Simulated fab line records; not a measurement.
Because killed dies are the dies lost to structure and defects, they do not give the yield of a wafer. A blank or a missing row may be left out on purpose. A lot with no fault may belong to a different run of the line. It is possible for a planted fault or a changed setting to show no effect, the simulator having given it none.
Struck lot and sound lot, side by side + flow sky130 + 16 steps out of a route of 708
Sound: these wafers, L619.1, L619.4, L619.6. Wafers struck: L617.4, L617.5, L617.6. The cause is given at the end.
Order at every step that has rows: each side's tool, ch and its chambers, its first start. Under that, the readings that differ: sound wafers + struck wafers + difference of the means + sigmas: that difference in standard deviations of wafers without a fault.
alike: readings whose means differ by less than 2 such deviations, and words and numbers that are the same on both sides. not compared: withheld readings, readings that some wafer has no value for, bounds like >300 that may hide the same value, and numbers for which the record gives no deviation and whose values overlap.
A row with sigmas, a row that says differs or no value, or rows on one side alone: a step with any of these is where the two part. Numbers that have no deviation but don't overlap get no sigmas and don't part them. Lack of a reading on every wafer of one side parts them only where that side has two or more wafers.

first, 1 step without rows for these wafers: SKY_VIA4_HDPCVD_00 (deposits SiO2, target thk 1750 nm, time 291.7 s).
SKY_VIA4_THK_MEAS_01:
  sound on film_metro-01 at day 45 13:25; struck on film_metro-04 at day 44 22:11
  alike: VIA4_HDPCVD_THK
SKY_VIA4_CMP_02: polishes SiO2.
  sound on cmp-02 ch 1,2,3, day 45 13:34; struck on cmp-01 ch 0,1,3, day 44 22:22
  alike: edge_zone_pressure_frac, motor_current_A
SKY_VIA4_BOW_MEAS_03:
  sound on film_metro-01 at day 45 13:46; struck on film_metro-04 at day 44 22:35
  alike: VIA4_BOW
then, 7 steps without rows for these wafers: SKY_VIA4_DEHYDRATE_04 (time 60 s); SKY_VIA4_HMDS_05 (prime time 60 s); SKY_VIA4_COAT_06 (resist thk 1140 nm); SKY_VIA4_SOFTBAKE_07 (time 60 s); SKY_VIA4_EXPOSE_08 (exposes mask VIM4, target cd 800 nm); SKY_VIA4_PEB_09; SKY_VIA4_DEVELOP_10 (develop time 60 s).
SKY_VIA4_OVL_MEAS_11:
  sound on overlay-02 at day 46 11:14; struck on overlay-02 at day 45 20:48
  alike: VIA4_OVL
SKY_VIA4_ETCH_12: etches SiO2 in C4F8/O2/Ar, stops on TiN, target depth 580 nm.
  sound on rie_diel-01 ch 0,2,3, day 46 11:16; struck on rie_diel-01 ch 2,3, day 45 20:49
  no value came back on the struck wafers for bias_w (W), chamber_pressure_mTorr (mTorr), oes_product_au (a.u.); on the sound wafers bias_w (W) reads 1198 1194 1198
| reading                                   | sound          | struck         | difference | sigmas |
|-------------------------------------------|----------------|----------------|------------|--------|
| model.NOVOLAK_of_VIA4_COAT_06.thk_nm (nm) | 1006 1007 1008 | 1138 1136 1140 | +131       |        |
SKY_VIA4_STRIP_13: strips in O2/N2.
  sound on plasma_asher-04 ch 0, day 46 11:20; struck on plasma_asher-04 ch 0,1, day 45 20:55
| reading                      | sound                | struck               | difference | sigmas |
|------------------------------|----------------------|----------------------|------------|--------|
| oes_product_au (a.u.)        | 0.708 0.705 0.713    | 0.724 0.717 0.717    | +0.011     | +2     |
| strip_time_to_endpoint_s (s) | 12.818 12.817 12.824 | 14.157 14.144 14.180 | +1.341     | +52    |
  alike: drypump_motor_current_A
  not compared: rf_hours_counter_h
then, 1 step without rows for these wafers: SKY_VIA4_STRIP_14 (strips in post etch residue remover, time 1200 s).
-- the record jumps here: 3 days lie between the struck wafers' starts before and after (it left off in module VIA4 and takes up again in module PAD_OPEN, whose first step shown is number 708 of the route) --
SKY_PAD_OPEN_PROBE_99:
  sound on prober-02 at day 49 04:50; struck on prober-02 at day 48 16:38
| reading                  | sound          | struck         | difference | sigmas      |
|--------------------------|----------------|----------------|------------|-------------|
| defect_limited_yield (%) | 85.8 83.7 85.0 | 0 0 0          | -85        | -45         |
| killed_at_M4_up          | 0 5 3          | 413 405 422    | +411       | +99 or more |
| killed_dies              | 70 80 74       | 492 492 492    | +417       | +46         |
| killed_on_rim            | 16 15 15       | 96 96 96       | +81        | +22         |
| sort_bin_5_function (%)  | 8.7 7.9 9.1    | 93.3 92.7 94.5 | +84.9      | +61         |
| sort_n_pass              | 422 412 418    | 0 0 0          | -417       | -46         |
| sort_yield_pct (%)       | 85.8 83.7 85.0 | 0 0 0          | -85        | -45         |
  alike: killed_at_M0_to_M3, killed_at_contacts, killed_at_front_end, killed_at_other, killed_open, killed_short, sort_bin_3_pad_short, sort_bin_6_memory

WHERE THEY PART
First at SKY_VIA4_ETCH_12; last, within this record, at SKY_PAD_OPEN_PROBE_99.

WHY: what the simulator had put in
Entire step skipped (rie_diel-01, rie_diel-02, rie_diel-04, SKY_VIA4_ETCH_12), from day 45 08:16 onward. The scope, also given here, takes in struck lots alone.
